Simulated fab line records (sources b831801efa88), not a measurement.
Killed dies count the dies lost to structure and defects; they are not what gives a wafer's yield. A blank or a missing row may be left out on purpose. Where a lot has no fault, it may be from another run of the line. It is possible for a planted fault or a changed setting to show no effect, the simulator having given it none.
Chamber matching    flow sky130    4 sister chambers for SKY_CONTACT_CMP_04 on cmp-01
The step polishes SiO2. 4 wafers are shown with their chamber, then 12 later ones without.

WAFERS PAIRED WITH THEIR CHAMBERS
wafer   chamber  motor-current-A (A)
L079.3  1        14.0
L087.6  0        13.5
L090.2  3        13.5
L090.5  2        12.4

WAFERS WHOSE CHAMBER IS MISSING
wafer   motor-current-A (A)
L091.1  13.5
L091.3  14.5
L091.5  13.3
L093.1  13.2
L093.3  12.8
L093.5  13.4
L096.3  14.2
L096.4  12.1
L096.5  13.3
L097.1  12.6
L097.4  13.7
L097.5  12.3

WHICH CHAMBER EACH ONE RAN IN
wafer    from the rows above                 in truth
L091.1   can't be placed: 0 or 3 or 1        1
L091.3   can't be placed: 1 or 0 or 3        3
L091.5   can't be placed: 0 or 3 or 1        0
L093.1   can't be placed: 0 or 3 or 2 or 1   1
L093.3   can't be placed: 2 or 0 or 3        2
L093.5   can't be placed: 0 or 3 or 1        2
L096.3   can't be placed: 1 or 0 or 3        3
L096.4   2                                   2
L096.5   can't be placed: 0 or 3 or 1        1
L097.1   2                                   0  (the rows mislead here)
L097.4   can't be placed: 0 or 3 or 1        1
L097.5   2                                   2
Correct placement for 2 of the 12. From these rows, 9 cannot be placed; in 8 the true chamber is one of the candidates. Placed wrongly: 1.
How it was worked out, from the rows above alone: a wafer's distance from a chamber is the root of the sum, over the readings, of the square of ((its reading less the chamber's mean) divided by the reading's scatter). The wafer belongs to the nearest chamber; if the next one is less than 2 further off, it can't be placed. Each chamber's mean is taken over the wafers shown for it. The scatter: with one shown wafer a chamber, the root of the mean of the squares of how far each hidden wafer lies from its nearest shown one.
